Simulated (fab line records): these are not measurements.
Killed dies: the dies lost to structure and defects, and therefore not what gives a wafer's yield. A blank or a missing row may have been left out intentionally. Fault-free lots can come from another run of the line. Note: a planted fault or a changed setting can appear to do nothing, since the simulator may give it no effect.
Which of the tools did it? / flow sky130 / 24 lots with 72 wafers sampled at 6 steps, on a route of 708 steps

## WHAT EACH GAUGE READ, for each wafer
The record holds no reading of a measuring or inspecting step that can be judged against a usual standard deviation.

## EACH LOT AND THE TOOL THAT RAN IT (in order: tool; ch and the chambers of the sampled wafers; start)
lot=L074; SKY_METAL1_DESCUM_17=rie_metal-02 ch 1, day 33 02:44; SKY_VIA1_ETCH_14=rie_diel-02 ch 0,1,3, day 34 06:47; SKY_VIA4_CVD_18=cvd_w-02 ch 0,1, day 43 02:29; SKY_METAL5_SPUTTER_00=pvd_sputter-03, day 43 03:07; SKY_METAL5_SPUTTER_02=pvd_sputter-03, day 43 03:10; SKY_PASSIVATION_STRIP_12=plasma_asher-02 ch 0,1, day 45 01:02
lot=L075; SKY_METAL1_DESCUM_17=rie_metal-03 ch 0, day 33 10:53; SKY_VIA1_ETCH_14=rie_diel-02 ch 0,1,3, day 34 15:20; SKY_VIA4_CVD_18=cvd_w-02 ch 0,1, day 43 11:18; SKY_METAL5_SPUTTER_00=pvd_sputter-02, day 43 12:05; SKY_METAL5_SPUTTER_02=pvd_sputter-02, day 43 12:08; SKY_PASSIVATION_STRIP_12=plasma_asher-04 ch 0,1, day 45 10:12
lot=L076; SKY_METAL1_DESCUM_17=rie_metal-03 ch 0,1, day 33 17:44; SKY_VIA1_ETCH_14=rie_diel-03 ch 2,3, day 34 21:38; SKY_VIA4_CVD_18=cvd_w-02 ch 0,1, day 43 14:48; SKY_METAL5_SPUTTER_00=pvd_sputter-01, day 43 15:23; SKY_METAL5_SPUTTER_02=pvd_sputter-01, day 43 15:26; SKY_PASSIVATION_STRIP_12=plasma_asher-02 ch 0,1, day 45 12:49
lot=L077; SKY_METAL1_DESCUM_17=rie_metal-04 ch 0,1, day 33 19:23; SKY_VIA1_ETCH_14=rie_diel-02 ch 0,3, day 34 23:13; SKY_VIA4_CVD_18=cvd_w-01 ch 0,1, day 43 16:47; SKY_METAL5_SPUTTER_00=pvd_sputter-01, day 43 17:25; SKY_METAL5_SPUTTER_02=pvd_sputter-01, day 43 17:28; SKY_PASSIVATION_STRIP_12=plasma_asher-01 ch 0,1, day 45 14:21
lot=L078; SKY_METAL1_DESCUM_17=rie_metal-02 ch 0, day 34 04:29; SKY_VIA1_ETCH_14=rie_diel-03 ch 1,2,3, day 35 08:47; SKY_VIA4_CVD_18=cvd_w-02 ch 0,1, day 43 23:13; SKY_METAL5_SPUTTER_00=pvd_sputter-02, day 43 23:50; SKY_METAL5_SPUTTER_02=pvd_sputter-02, day 43 23:53; SKY_PASSIVATION_STRIP_12=plasma_asher-02 ch 0,1, day 45 20:54
lot=L079; SKY_METAL1_DESCUM_17=rie_metal-03 ch 0,1, day 34 12:35; SKY_VIA1_ETCH_14=rie_diel-03 ch 0,3, day 35 16:11; SKY_VIA4_CVD_18=cvd_w-02 ch 0,1, day 44 07:14; SKY_METAL5_SPUTTER_00=pvd_sputter-01, day 44 08:07; SKY_METAL5_SPUTTER_02=pvd_sputter-01, day 44 08:10; SKY_PASSIVATION_STRIP_12=plasma_asher-02 ch 0,1, day 46 03:41
lot=L080; SKY_METAL1_DESCUM_17=rie_metal-04 ch 0,1, day 34 21:17; SKY_VIA1_ETCH_14=rie_diel-03 ch 1,2,3, day 36 01:11; SKY_VIA4_CVD_18=cvd_w-01 ch 0,1, day 44 15:04; SKY_METAL5_SPUTTER_00=pvd_sputter-02, day 44 15:39; SKY_METAL5_SPUTTER_02=pvd_sputter-02, day 44 15:41; SKY_PASSIVATION_STRIP_12=plasma_asher-01 ch 0,1, day 46 11:23
lot=L081; SKY_METAL1_DESCUM_17=rie_metal-03 ch 0,1, day 35 09:32; SKY_VIA1_ETCH_14=rie_diel-01 ch 1,2, day 36 12:47; SKY_VIA4_CVD_18=cvd_w-02 ch 0,1, day 45 01:32; SKY_METAL5_SPUTTER_00=pvd_sputter-01, day 45 02:10; SKY_METAL5_SPUTTER_02=pvd_sputter-01, day 45 02:13; SKY_PASSIVATION_STRIP_12=plasma_asher-01 ch 0,1, day 46 20:30
lot=L082; SKY_METAL1_DESCUM_17=rie_metal-02 ch 1, day 35 15:17; SKY_VIA1_ETCH_14=rie_diel-03 ch 1,3, day 36 18:30; SKY_VIA4_CVD_18=cvd_w-01 ch 0,1, day 45 05:41; SKY_METAL5_SPUTTER_00=pvd_sputter-01, day 45 06:20; SKY_METAL5_SPUTTER_02=pvd_sputter-01, day 45 06:22; SKY_PASSIVATION_STRIP_12=plasma_asher-04 ch 0, day 47 01:51
lot=L083; SKY_METAL1_DESCUM_17=rie_metal-03 ch 0,1, day 35 16:32; SKY_VIA1_ETCH_14=rie_diel-02 ch 1,3, day 36 19:55; SKY_VIA4_CVD_18=cvd_w-01 ch 0,1, day 45 08:11; SKY_METAL5_SPUTTER_00=pvd_sputter-01, day 45 08:49; SKY_METAL5_SPUTTER_02=pvd_sputter-01, day 45 08:52; SKY_PASSIVATION_STRIP_12=plasma_asher-04 ch 0,1, day 47 03:26
lot=L084; SKY_METAL1_DESCUM_17=rie_metal-04 ch 0,1, day 36 02:35; SKY_VIA1_ETCH_14=rie_diel-01 ch 0,1,2, day 37 06:03; SKY_VIA4_CVD_18=cvd_w-01 ch 0,1, day 45 15:41; SKY_METAL5_SPUTTER_00=pvd_sputter-02, day 45 16:19; SKY_METAL5_SPUTTER_02=pvd_sputter-02, day 45 16:22; SKY_PASSIVATION_STRIP_12=plasma_asher-01 ch 0,1, day 47 10:11
lot=L085; SKY_METAL1_DESCUM_17=rie_metal-03 ch 0,1, day 36 05:56; SKY_VIA1_ETCH_14=rie_diel-03 ch 0,2,3, day 37 08:54; SKY_VIA4_CVD_18=cvd_w-02 ch 0,1, day 45 17:20; SKY_METAL5_SPUTTER_00=pvd_sputter-01, day 45 17:58; SKY_METAL5_SPUTTER_02=pvd_sputter-01, day 45 18:01; SKY_PASSIVATION_STRIP_12=plasma_asher-04 ch 0,1, day 47 12:32
lot=L086; SKY_METAL1_DESCUM_17=rie_metal-04 ch 1, day 36 20:11; SKY_VIA1_ETCH_14=rie_diel-02 ch 0,1,2, day 37 23:23; SKY_VIA4_CVD_18=cvd_w-01 ch 0,1, day 46 06:12; SKY_METAL5_SPUTTER_00=pvd_sputter-01, day 46 07:13; SKY_METAL5_SPUTTER_02=pvd_sputter-01, day 46 07:16; SKY_PASSIVATION_STRIP_12=plasma_asher-01 ch 0,1, day 48 00:24
lot=L087; SKY_METAL1_DESCUM_17=rie_metal-02 ch 0,1, day 36 21:11; SKY_VIA1_ETCH_14=rie_diel-01 ch 1,2, day 38 00:30; SKY_VIA4_CVD_18=cvd_w-02 ch 0,1, day 46 07:45; SKY_METAL5_SPUTTER_00=pvd_sputter-03, day 46 08:25; SKY_METAL5_SPUTTER_02=pvd_sputter-03, day 46 08:28; SKY_PASSIVATION_STRIP_12=plasma_asher-01 ch 0,1, day 48 02:09
lot=L088; SKY_METAL1_DESCUM_17=rie_metal-02 ch 0,1, day 37 05:23; SKY_VIA1_ETCH_14=rie_diel-01 ch 0,1,3, day 38 08:11; SKY_VIA4_CVD_18=cvd_w-01 ch 0,1, day 46 12:18; SKY_METAL5_SPUTTER_00=pvd_sputter-01, day 46 12:58; SKY_METAL5_SPUTTER_02=pvd_sputter-01, day 46 13:01; SKY_PASSIVATION_STRIP_12=plasma_asher-04 ch 0,1, day 48 05:45
lot=L089; SKY_METAL1_DESCUM_17=rie_metal-03 ch 0,1, day 37 18:07; SKY_VIA1_ETCH_14=rie_diel-03 ch 0,1,2, day 38 20:46; SKY_VIA4_CVD_18=cvd_w-01 ch 0,1, day 46 23:14; SKY_METAL5_SPUTTER_00=pvd_sputter-03, day 46 23:49; SKY_METAL5_SPUTTER_02=pvd_sputter-03, day 46 23:52; SKY_PASSIVATION_STRIP_12=plasma_asher-04 ch 0,1, day 48 15:29
lot=L090; SKY_METAL1_DESCUM_17=rie_metal-02 ch 0,1, day 38 01:34; SKY_VIA1_ETCH_14=rie_diel-02 ch 0,3, day 39 04:36; SKY_VIA4_CVD_18=cvd_w-02 ch 0,1, day 47 05:11; SKY_METAL5_SPUTTER_00=pvd_sputter-02, day 47 05:46; SKY_METAL5_SPUTTER_02=pvd_sputter-02, day 47 05:49; SKY_PASSIVATION_STRIP_12=plasma_asher-02 ch 0,1, day 48 21:23
lot=L091; SKY_METAL1_DESCUM_17=rie_metal-04 ch 0,1, day 38 04:08; SKY_VIA1_ETCH_14=rie_diel-02 ch 0,1,3, day 39 06:39; SKY_VIA4_CVD_18=cvd_w-01 ch 0,1, day 47 07:47; SKY_METAL5_SPUTTER_00=pvd_sputter-03, day 47 08:25; SKY_METAL5_SPUTTER_02=pvd_sputter-03, day 47 08:28; SKY_PASSIVATION_STRIP_12=plasma_asher-04 ch 0,1, day 48 23:18
lot=L092; SKY_METAL1_DESCUM_17=rie_metal-04 ch 0,1, day 38 05:08; SKY_VIA1_ETCH_14=rie_diel-02 ch 1,3, day 39 08:00; SKY_VIA4_CVD_18=cvd_w-02 ch 0,1, day 47 08:43; SKY_METAL5_SPUTTER_00=pvd_sputter-01, day 47 09:21; SKY_METAL5_SPUTTER_02=pvd_sputter-01, day 47 09:24; SKY_PASSIVATION_STRIP_12=plasma_asher-02 ch 0,1, day 49 01:02
lot=L093; SKY_METAL1_DESCUM_17=rie_metal-03 ch 0,1, day 38 21:35; SKY_VIA1_ETCH_14=rie_diel-02 ch 1,2,3, day 40 00:17; SKY_VIA4_CVD_18=cvd_w-01 ch 0,1, day 47 20:43; SKY_METAL5_SPUTTER_00=pvd_sputter-01, day 47 21:23; SKY_METAL5_SPUTTER_02=pvd_sputter-01, day 47 21:26; SKY_PASSIVATION_STRIP_12=plasma_asher-04 ch 0,1, day 49 11:39
lot=L094; SKY_METAL1_DESCUM_17=rie_metal-04 ch 0, day 39 01:50; SKY_VIA1_ETCH_14=rie_diel-01 ch 0,2, day 40 04:09; SKY_VIA4_CVD_18=cvd_w-02 ch 0,1, day 48 02:44; SKY_METAL5_SPUTTER_00=pvd_sputter-01, day 48 03:22; SKY_METAL5_SPUTTER_02=pvd_sputter-01, day 48 03:25; SKY_PASSIVATION_STRIP_12=plasma_asher-01 ch 0,1, day 49 16:09
lot=L095; SKY_METAL1_DESCUM_17=rie_metal-04 ch 0,1, day 39 05:47; SKY_VIA1_ETCH_14=rie_diel-02 ch 0,2,3, day 40 07:38; SKY_VIA4_CVD_18=cvd_w-01 ch 0,1, day 48 04:59; SKY_METAL5_SPUTTER_00=pvd_sputter-03, day 48 05:37; SKY_METAL5_SPUTTER_02=pvd_sputter-03, day 48 05:40; SKY_PASSIVATION_STRIP_12=plasma_asher-02 ch 0,1, day 49 18:38
lot=L096; SKY_METAL1_DESCUM_17=rie_metal-02 ch 0,1, day 39 14:08; SKY_VIA1_ETCH_14=rie_diel-01 ch 0,2,3, day 40 16:21; SKY_VIA4_CVD_18=cvd_w-02 ch 0,1, day 48 10:45; SKY_METAL5_SPUTTER_00=pvd_sputter-01, day 48 11:20; SKY_METAL5_SPUTTER_02=pvd_sputter-01, day 48 11:23; SKY_PASSIVATION_STRIP_12=plasma_asher-01 ch 0,1, day 49 23:02
lot=L097; SKY_METAL1_DESCUM_17=rie_metal-02 ch 0,1, day 39 19:47; SKY_VIA1_ETCH_14=rie_diel-02 ch 1,2,3, day 40 21:20; SKY_VIA4_CVD_18=cvd_w-02 ch 0,1, day 48 13:02; SKY_METAL5_SPUTTER_00=pvd_sputter-02, day 48 13:40; SKY_METAL5_SPUTTER_02=pvd_sputter-02, day 48 13:43; SKY_PASSIVATION_STRIP_12=plasma_asher-01 ch 0,1, day 50 01:47
- SKY_METAL1_DESCUM_17: chemistry O2, time 8 s.
- SKY_VIA1_ETCH_14: etches BARC in N2/H2, stops on SiO2, time 45.9 s, target depth 60 nm.
- SKY_VIA4_CVD_18: deposits W, target thk 505 nm, time 152.14 s.
- SKY_METAL5_SPUTTER_00: material Ti, target thk 15 nm, time 10 s.
- SKY_METAL5_SPUTTER_02: material AlCu, target thk 1150 nm, time 61.2 s.
- SKY_PASSIVATION_STRIP_12: strips in O2/N2.

## WHAT THE TOOLS THEMSELVES READ (means of the sampled wafers that have a number; where no wafer has one, the mark that the record gives instead)
SKY_METAL1_DESCUM_17.
lot=L074; tool=rie_metal-02; drypump_motor_current_A (A)=4.7; he_backside_leak_sccm (sccm)=3.50; oes_product_au (a.u.)=1.009
lot=L075; tool=rie_metal-03; drypump_motor_current_A (A)=5.2; he_backside_leak_sccm (sccm)=3.47; oes_product_au (a.u.)=1.015
lot=L076; tool=rie_metal-03; drypump_motor_current_A (A)=5.4; he_backside_leak_sccm (sccm)=3.68; oes_product_au (a.u.)=1.007
lot=L077; tool=rie_metal-04; drypump_motor_current_A (A)=5.7; he_backside_leak_sccm (sccm)=3.19; oes_product_au (a.u.)=1.003
lot=L078; tool=rie_metal-02; drypump_motor_current_A (A)=5.9; he_backside_leak_sccm (sccm)=3.13; oes_product_au (a.u.)=0.998
lot=L079; tool=rie_metal-03; drypump_motor_current_A (A)=5.4; he_backside_leak_sccm (sccm)=3.47; oes_product_au (a.u.)=1.015
lot=L080; tool=rie_metal-04; drypump_motor_current_A (A)=6.0; he_backside_leak_sccm (sccm)=3.19; oes_product_au (a.u.)=1.004
lot=L081; tool=rie_metal-03; drypump_motor_current_A (A)=5.4; he_backside_leak_sccm (sccm)=3.64; oes_product_au (a.u.)=1.005
lot=L082; tool=rie_metal-02; drypump_motor_current_A (A)=4.7; he_backside_leak_sccm (sccm)=3.37; oes_product_au (a.u.)=1.009
lot=L083; tool=rie_metal-03; drypump_motor_current_A (A)=5.7; he_backside_leak_sccm (sccm)=3.52; oes_product_au (a.u.)=0.998
lot=L084; tool=rie_metal-04; drypump_motor_current_A (A)=6.0; he_backside_leak_sccm (sccm)=3.14; oes_product_au (a.u.)=1.013
lot=L085; tool=rie_metal-03; drypump_motor_current_A (A)=5.4; he_backside_leak_sccm (sccm)=3.53; oes_product_au (a.u.)=1.005
lot=L086; tool=rie_metal-04; drypump_motor_current_A (A)=5.3; he_backside_leak_sccm (sccm)=3.37; oes_product_au (a.u.)=0.996
lot=L087; tool=rie_metal-02; drypump_motor_current_A (A)=5.1; he_backside_leak_sccm (sccm)=3.26; oes_product_au (a.u.)=1.002
lot=L088; tool=rie_metal-02; drypump_motor_current_A (A)=5.5; he_backside_leak_sccm (sccm)=3.20; oes_product_au (a.u.)=0.998
lot=L089; tool=rie_metal-03; drypump_motor_current_A (A)=5.5; he_backside_leak_sccm (sccm)=3.38; oes_product_au (a.u.)=1.006
lot=L090; tool=rie_metal-02; drypump_motor_current_A (A)=5.5; he_backside_leak_sccm (sccm)=3.35; oes_product_au (a.u.)=1.009
lot=L091; tool=rie_metal-04; drypump_motor_current_A (A)=6.0; he_backside_leak_sccm (sccm)=3.22; oes_product_au (a.u.)=1.010
lot=L092; tool=rie_metal-04; drypump_motor_current_A (A)=5.7; he_backside_leak_sccm (sccm)=3.07; oes_product_au (a.u.)=0.998
lot=L093; tool=rie_metal-03; drypump_motor_current_A (A)=5.4; he_backside_leak_sccm (sccm)=3.51; oes_product_au (a.u.)=0.994
lot=L094; tool=rie_metal-04; drypump_motor_current_A (A)=6.4; he_backside_leak_sccm (sccm)=3.14; oes_product_au (a.u.)=1.023
lot=L095; tool=rie_metal-04; drypump_motor_current_A (A)=5.7; he_backside_leak_sccm (sccm)=3.16; oes_product_au (a.u.)=1.004
lot=L096; tool=rie_metal-02; drypump_motor_current_A (A)=5.1; he_backside_leak_sccm (sccm)=3.31; oes_product_au (a.u.)=0.994
lot=L097; tool=rie_metal-02; drypump_motor_current_A (A)=5.1; he_backside_leak_sccm (sccm)=3.29; oes_product_au (a.u.)=0.997

SKY_VIA1_ETCH_14.
lot=L074; tool=rie_diel-02; drypump_motor_current_A (A)=5.9; oes_product_au (a.u.)=0.858; throttle_valve_pct (%)=13.232
lot=L075; tool=rie_diel-02; drypump_motor_current_A (A)=5.8; oes_product_au (a.u.)=0.854; throttle_valve_pct (%)=13.227
lot=L076; tool=rie_diel-03; drypump_motor_current_A (A)=6.0; oes_product_au (a.u.)=0.855; throttle_valve_pct (%)=13.231
lot=L077; tool=rie_diel-02; drypump_motor_current_A (A)=6.2; oes_product_au (a.u.)=0.854; throttle_valve_pct (%)=13.225
lot=L078; tool=rie_diel-03; drypump_motor_current_A (A)=6.0; oes_product_au (a.u.)=0.851; throttle_valve_pct (%)=13.222
lot=L079; tool=rie_diel-03; drypump_motor_current_A (A)=6.1; oes_product_au (a.u.)=0.858; throttle_valve_pct (%)=13.221
lot=L080; tool=rie_diel-03; drypump_motor_current_A (A)=6.0; oes_product_au (a.u.)=0.855; throttle_valve_pct (%)=13.227
lot=L081; tool=rie_diel-01; drypump_motor_current_A (A)=5.6; oes_product_au (a.u.)=0.855; throttle_valve_pct (%)=13.227
lot=L082; tool=rie_diel-03; drypump_motor_current_A (A)=6.0; oes_product_au (a.u.)=0.853; throttle_valve_pct (%)=13.221
lot=L083; tool=rie_diel-02; drypump_motor_current_A (A)=5.5; oes_product_au (a.u.)=0.855; throttle_valve_pct (%)=13.222
lot=L084; tool=rie_diel-01; drypump_motor_current_A (A)=5.3; oes_product_au (a.u.)=0.858; throttle_valve_pct (%)=13.224
lot=L085; tool=rie_diel-03; drypump_motor_current_A (A)=6.1; oes_product_au (a.u.)=0.856; throttle_valve_pct (%)=13.228
lot=L086; tool=rie_diel-02; drypump_motor_current_A (A)=5.9; oes_product_au (a.u.)=0.851; throttle_valve_pct (%)=13.220
lot=L087; tool=rie_diel-01; drypump_motor_current_A (A)=5.4; oes_product_au (a.u.)=0.857; throttle_valve_pct (%)=13.223
lot=L088; tool=rie_diel-01; drypump_motor_current_A (A)=5.1; oes_product_au (a.u.)=0.854; throttle_valve_pct (%)=13.228
lot=L089; tool=rie_diel-03; drypump_motor_current_A (A)=6.1; oes_product_au (a.u.)=0.857; throttle_valve_pct (%)=13.224
lot=L090; tool=rie_diel-02; drypump_motor_current_A (A)=6.0; oes_product_au (a.u.)=0.856; throttle_valve_pct (%)=13.224
lot=L091; tool=rie_diel-02; drypump_motor_current_A (A)=5.9; oes_product_au (a.u.)=0.854; throttle_valve_pct (%)=13.219
lot=L092; tool=rie_diel-02; drypump_motor_current_A (A)=5.6; oes_product_au (a.u.)=0.855; throttle_valve_pct (%)=13.228
lot=L093; tool=rie_diel-02; drypump_motor_current_A (A)=5.6; oes_product_au (a.u.)=0.861; throttle_valve_pct (%)=13.225
lot=L094; tool=rie_diel-01; drypump_motor_current_A (A)=5.5; oes_product_au (a.u.)=0.853; throttle_valve_pct (%)=13.225
lot=L095; tool=rie_diel-02; drypump_motor_current_A (A)=6.0; oes_product_au (a.u.)=0.855; throttle_valve_pct (%)=13.229
lot=L096; tool=rie_diel-01; drypump_motor_current_A (A)=5.2; oes_product_au (a.u.)=0.855; throttle_valve_pct (%)=13.225
lot=L097; tool=rie_diel-02; drypump_motor_current_A (A)=5.6; oes_product_au (a.u.)=0.853; throttle_valve_pct (%)=13.226

SKY_VIA4_CVD_18.
lot=L074; tool=cvd_w-02; heater_power_w (W)=828
lot=L075; tool=cvd_w-02; heater_power_w (W)=906
lot=L076; tool=cvd_w-02; heater_power_w (W)=841
lot=L077; tool=cvd_w-01; heater_power_w (W)=837
lot=L078; tool=cvd_w-02; heater_power_w (W)=910
lot=L079; tool=cvd_w-02; heater_power_w (W)=914
lot=L080; tool=cvd_w-01; heater_power_w (W)=826
lot=L081; tool=cvd_w-02; heater_power_w (W)=913
lot=L082; tool=cvd_w-01; heater_power_w (W)=829
lot=L083; tool=cvd_w-01; heater_power_w (W)=817
lot=L084; tool=cvd_w-01; heater_power_w (W)=843
lot=L085; tool=cvd_w-02; heater_power_w (W)=831
lot=L086; tool=cvd_w-01; heater_power_w (W)=805
lot=L087; tool=cvd_w-02; heater_power_w (W)=913
lot=L088; tool=cvd_w-01; heater_power_w (W)=801
lot=L089; tool=cvd_w-01; heater_power_w (W)=826
lot=L090; tool=cvd_w-02; heater_power_w (W)=903
lot=L091; tool=cvd_w-01; heater_power_w (W)=849
lot=L092; tool=cvd_w-02; heater_power_w (W)=924
lot=L093; tool=cvd_w-01; heater_power_w (W)=836
lot=L094; tool=cvd_w-02; heater_power_w (W)=922
lot=L095; tool=cvd_w-01; heater_power_w (W)=815
lot=L096; tool=cvd_w-02; heater_power_w (W)=844
lot=L097; tool=cvd_w-02; heater_power_w (W)=922

SKY_METAL5_SPUTTER_00.
lot=L074; tool=pvd_sputter-03; chamber_pressure_pa (Pa)=0.4003; throttle_valve_pct (%)=28.8
lot=L075; tool=pvd_sputter-02; chamber_pressure_pa (Pa)=0.3993; throttle_valve_pct (%)=30.1
lot=L076; tool=pvd_sputter-01; chamber_pressure_pa (Pa)=0.4002; throttle_valve_pct (%)=29.7
lot=L077; tool=pvd_sputter-01; chamber_pressure_pa (Pa)=0.3996; throttle_valve_pct (%)=29.4
lot=L078; tool=pvd_sputter-02; chamber_pressure_pa (Pa)=0.4003; throttle_valve_pct (%)=30.3
lot=L079; tool=pvd_sputter-01; chamber_pressure_pa (Pa)=0.3994; throttle_valve_pct (%)=29.7
lot=L080; tool=pvd_sputter-02; chamber_pressure_pa (Pa)=0.4005; throttle_valve_pct (%)=30.5
lot=L081; tool=pvd_sputter-01; chamber_pressure_pa (Pa)=0.3999; throttle_valve_pct (%)=29.2
lot=L082; tool=pvd_sputter-01; chamber_pressure_pa (Pa)=0.3999; throttle_valve_pct (%)=29.7
lot=L083; tool=pvd_sputter-01; chamber_pressure_pa (Pa)=0.3999; throttle_valve_pct (%)=29.5
lot=L084; tool=pvd_sputter-02; chamber_pressure_pa (Pa)=0.4000; throttle_valve_pct (%)=30.2
lot=L085; tool=pvd_sputter-01; chamber_pressure_pa (Pa)=0.3994; throttle_valve_pct (%)=29.5
lot=L086; tool=pvd_sputter-01; chamber_pressure_pa (Pa)=0.3994; throttle_valve_pct (%)=29.6
lot=L087; tool=pvd_sputter-03; chamber_pressure_pa (Pa)=0.4008; throttle_valve_pct (%)=29.4
lot=L088; tool=pvd_sputter-01; chamber_pressure_pa (Pa)=0.4006; throttle_valve_pct (%)=29.3
lot=L089; tool=pvd_sputter-03; chamber_pressure_pa (Pa)=0.4006; throttle_valve_pct (%)=29.3
lot=L090; tool=pvd_sputter-02; chamber_pressure_pa (Pa)=0.4018; throttle_valve_pct (%)=30.0
lot=L091; tool=pvd_sputter-03; chamber_pressure_pa (Pa)=0.3998; throttle_valve_pct (%)=29.6
lot=L092; tool=pvd_sputter-01; chamber_pressure_pa (Pa)=0.3998; throttle_valve_pct (%)=29.9
lot=L093; tool=pvd_sputter-01; chamber_pressure_pa (Pa)=0.3996; throttle_valve_pct (%)=29.6
lot=L094; tool=pvd_sputter-01; chamber_pressure_pa (Pa)=0.3998; throttle_valve_pct (%)=29.5
lot=L095; tool=pvd_sputter-03; chamber_pressure_pa (Pa)=0.4002; throttle_valve_pct (%)=29.7
lot=L096; tool=pvd_sputter-01; chamber_pressure_pa (Pa)=0.4000; throttle_valve_pct (%)=29.7
lot=L097; tool=pvd_sputter-02; chamber_pressure_pa (Pa)=0.3998; throttle_valve_pct (%)=30.3

SKY_METAL5_SPUTTER_02.
lot=L074; tool=pvd_sputter-03; chamber_pressure_pa (Pa)=0.4002; throttle_valve_pct (%)=28.7
lot=L075; tool=pvd_sputter-02; chamber_pressure_pa (Pa)=0.3994; throttle_valve_pct (%)=30.1
lot=L076; tool=pvd_sputter-01; chamber_pressure_pa (Pa)=0.4010; throttle_valve_pct (%)=29.7
lot=L077; tool=pvd_sputter-01; chamber_pressure_pa (Pa)=0.4004; throttle_valve_pct (%)=29.3
lot=L078; tool=pvd_sputter-02; chamber_pressure_pa (Pa)=0.4000; throttle_valve_pct (%)=30.4
lot=L079; tool=pvd_sputter-01; chamber_pressure_pa (Pa)=0.4011; throttle_valve_pct (%)=29.8
lot=L080; tool=pvd_sputter-02; chamber_pressure_pa (Pa)=0.4000; throttle_valve_pct (%)=30.4
lot=L081; tool=pvd_sputter-01; chamber_pressure_pa (Pa)=0.3993; throttle_valve_pct (%)=29.2
lot=L082; tool=pvd_sputter-01; chamber_pressure_pa (Pa)=0.4005; throttle_valve_pct (%)=29.7
lot=L083; tool=pvd_sputter-01; chamber_pressure_pa (Pa)=0.4002; throttle_valve_pct (%)=29.3
lot=L084; tool=pvd_sputter-02; chamber_pressure_pa (Pa)=0.3999; throttle_valve_pct (%)=30.1
lot=L085; tool=pvd_sputter-01; chamber_pressure_pa (Pa)=0.3996; throttle_valve_pct (%)=29.3
lot=L086; tool=pvd_sputter-01; chamber_pressure_pa (Pa)=0.4001; throttle_valve_pct (%)=29.7
lot=L087; tool=pvd_sputter-03; chamber_pressure_pa (Pa)=0.4007; throttle_valve_pct (%)=29.2
lot=L088; tool=pvd_sputter-01; chamber_pressure_pa (Pa)=0.4004; throttle_valve_pct (%)=29.4
lot=L089; tool=pvd_sputter-03; chamber_pressure_pa (Pa)=0.4003; throttle_valve_pct (%)=29.3
lot=L090; tool=pvd_sputter-02; chamber_pressure_pa (Pa)=0.4004; throttle_valve_pct (%)=30.1
lot=L091; tool=pvd_sputter-03; chamber_pressure_pa (Pa)=0.4003; throttle_valve_pct (%)=29.6
lot=L092; tool=pvd_sputter-01; chamber_pressure_pa (Pa)=0.4005; throttle_valve_pct (%)=30.0
lot=L093; tool=pvd_sputter-01; chamber_pressure_pa (Pa)=0.3998; throttle_valve_pct (%)=29.5
lot=L094; tool=pvd_sputter-01; chamber_pressure_pa (Pa)=0.4002; throttle_valve_pct (%)=29.4
lot=L095; tool=pvd_sputter-03; chamber_pressure_pa (Pa)=0.4000; throttle_valve_pct (%)=29.6
lot=L096; tool=pvd_sputter-01; chamber_pressure_pa (Pa)=0.3994; throttle_valve_pct (%)=29.6
lot=L097; tool=pvd_sputter-02; chamber_pressure_pa (Pa)=0.4005; throttle_valve_pct (%)=30.1

SKY_PASSIVATION_STRIP_12.
lot=L074; tool=plasma_asher-02; drypump_motor_current_A (A)=5.45; oes_product_au (a.u.)=0.661; strip_time_to_endpoint_s (s)=31.54
lot=L075; tool=plasma_asher-04; drypump_motor_current_A (A)=5.75; oes_product_au (a.u.)=0.663; strip_time_to_endpoint_s (s)=31.42
lot=L076; tool=plasma_asher-02; drypump_motor_current_A (A)=5.60; oes_product_au (a.u.)=0.665; strip_time_to_endpoint_s (s)=31.54
lot=L077; tool=plasma_asher-01; drypump_motor_current_A (A)=5.63; oes_product_au (a.u.)=0.660; strip_time_to_endpoint_s (s)=31.48
lot=L078; tool=plasma_asher-02; drypump_motor_current_A (A)=5.62; oes_product_au (a.u.)=0.665; strip_time_to_endpoint_s (s)=31.38
lot=L079; tool=plasma_asher-02; drypump_motor_current_A (A)=5.63; oes_product_au (a.u.)=0.661; strip_time_to_endpoint_s (s)=31.69
lot=L080; tool=plasma_asher-01; drypump_motor_current_A (A)=5.61; oes_product_au (a.u.)=0.658; strip_time_to_endpoint_s (s)=31.68
lot=L081; tool=plasma_asher-01; drypump_motor_current_A (A)=5.61; oes_product_au (a.u.)=0.660; strip_time_to_endpoint_s (s)=31.43
lot=L082; tool=plasma_asher-04; drypump_motor_current_A (A)=5.69; oes_product_au (a.u.)=0.663; strip_time_to_endpoint_s (s)=31.68
lot=L083; tool=plasma_asher-04; drypump_motor_current_A (A)=5.81; oes_product_au (a.u.)=0.659; strip_time_to_endpoint_s (s)=31.50
lot=L084; tool=plasma_asher-01; drypump_motor_current_A (A)=5.81; oes_product_au (a.u.)=0.660; strip_time_to_endpoint_s (s)=31.58
lot=L085; tool=plasma_asher-04; drypump_motor_current_A (A)=5.74; oes_product_au (a.u.)=0.659; strip_time_to_endpoint_s (s)=31.45
lot=L086; tool=plasma_asher-01; drypump_motor_current_A (A)=5.62; oes_product_au (a.u.)=0.657; strip_time_to_endpoint_s (s)=31.50
lot=L087; tool=plasma_asher-01; drypump_motor_current_A (A)=5.62; oes_product_au (a.u.)=0.666; strip_time_to_endpoint_s (s)=31.54
lot=L088; tool=plasma_asher-04; drypump_motor_current_A (A)=5.78; oes_product_au (a.u.)=0.657; strip_time_to_endpoint_s (s)=31.56
lot=L089; tool=plasma_asher-04; drypump_motor_current_A (A)=5.81; oes_product_au (a.u.)=0.666; strip_time_to_endpoint_s (s)=31.45
lot=L090; tool=plasma_asher-02; drypump_motor_current_A (A)=5.48; oes_product_au (a.u.)=0.660; strip_time_to_endpoint_s (s)=31.46
lot=L091; tool=plasma_asher-04; drypump_motor_current_A (A)=5.74; oes_product_au (a.u.)=0.664; strip_time_to_endpoint_s (s)=31.69
lot=L092; tool=plasma_asher-02; drypump_motor_current_A (A)=5.61; oes_product_au (a.u.)=0.664; strip_time_to_endpoint_s (s)=31.52
lot=L093; tool=plasma_asher-04; drypump_motor_current_A (A)=5.76; oes_product_au (a.u.)=0.656; strip_time_to_endpoint_s (s)=31.75
lot=L094; tool=plasma_asher-01; drypump_motor_current_A (A)=5.61; oes_product_au (a.u.)=0.659; strip_time_to_endpoint_s (s)=31.59
lot=L095; tool=plasma_asher-02; drypump_motor_current_A (A)=5.48; oes_product_au (a.u.)=0.659; strip_time_to_endpoint_s (s)=31.57
lot=L096; tool=plasma_asher-01; drypump_motor_current_A (A)=5.80; oes_product_au (a.u.)=0.658; strip_time_to_endpoint_s (s)=31.60
lot=L097; tool=plasma_asher-01; drypump_motor_current_A (A)=5.81; oes_product_au (a.u.)=0.662; strip_time_to_endpoint_s (s)=31.75

## THE ANSWER, worked out from the rows above alone
Rule: the usual values come from the lots themselves. The widest of any qualifying gaps counts: lots, ordered by their means at a reading, are off when they make up no more than a third of the lots, leave a main group of 4 or more, and stand apart from it by 3 or more times the standard deviation of that group's means. A main group is skipped when, at the precision printed for the reading in the tables above, its means are all equal. Also off: a lot with no number at a reading for which 4 or more lots have one. All remaining lots with rows at the step are treated as sound. The gauges are gone through in route order, then the tools' own readings, and for those a lot's mean is taken as printed above. The first step at which some lot is off is used, and at that step the reading that is off furthest; a lot without a number counts as furthest.
Across all readings shown, no lot is off: no conclusion can be drawn from this.

## WHAT THE SIMULATOR PUT IN
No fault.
